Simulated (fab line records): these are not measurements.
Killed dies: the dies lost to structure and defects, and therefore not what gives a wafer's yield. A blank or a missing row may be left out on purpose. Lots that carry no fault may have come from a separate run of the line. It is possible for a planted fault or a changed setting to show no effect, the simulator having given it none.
Which of the tools did it? + flow sky130 + 12 lots (36 wafers sampled), 1 step of a 708-step route

== WHAT EACH GAUGE READ, for each wafer ==
SKY_FIELD_ISO_BOW_MEAS_00.
| lot  | measured    | on           | INCOMING_BOW (um) |
|------|-------------|--------------|-------------------|
| L075 | day 1 15:00 | filmMetro-04 | 14 -2 -7          |
| L077 | day 2 01:00 | filmMetro-04 | -10 -8 -3         |
| L079 | day 2 11:01 | filmMetro-03 | 5 1 -1            |
| L081 | day 2 21:00 | filmMetro-04 | -2 -2 -3          |
| L083 | day 3 07:00 | filmMetro-03 | 4 -5 -3           |
| L085 | day 3 17:00 | filmMetro-03 | -2 0 6            |
| L087 | day 4 03:01 | filmMetro-02 | -9 12 2           |
| L089 | day 4 13:01 | filmMetro-03 | -5 9 0            |
| L091 | day 4 23:00 | filmMetro-04 | 2 2 4             |
| L093 | day 5 09:02 | filmMetro-04 | 0 12 12           |
| L095 | day 5 19:00 | filmMetro-04 | 5 2 -1            |
| L097 | day 6 05:01 | filmMetro-03 | -6 9 21           |

== TOOL THAT RAN EACH LOT (tool first, then ch and the chambers of the sampled wafers, then the start) ==
Before these readings, the record contains no process step.

== THE ANSWER, worked out from the rows above alone ==
Rule: the usual values come from the lots themselves. Put in order of their means at a reading, lots are off if they are a third of the lots or fewer, leave a main group of 4 or more, and stand apart from it by a gap of 3 or more times the standard deviation of the main group's means; of several such gaps the widest counts. A main group whose means are all the same, to the digits that the tables above print for the reading, isn't used. A lot without any number at a reading at which 4 lots or more have one is off too. The other lots that the step has rows for count as sound.
Nothing can be told from this: no lot is off at any reading shown.

== WHAT WAS PUT IN BY THE SIMULATOR ==
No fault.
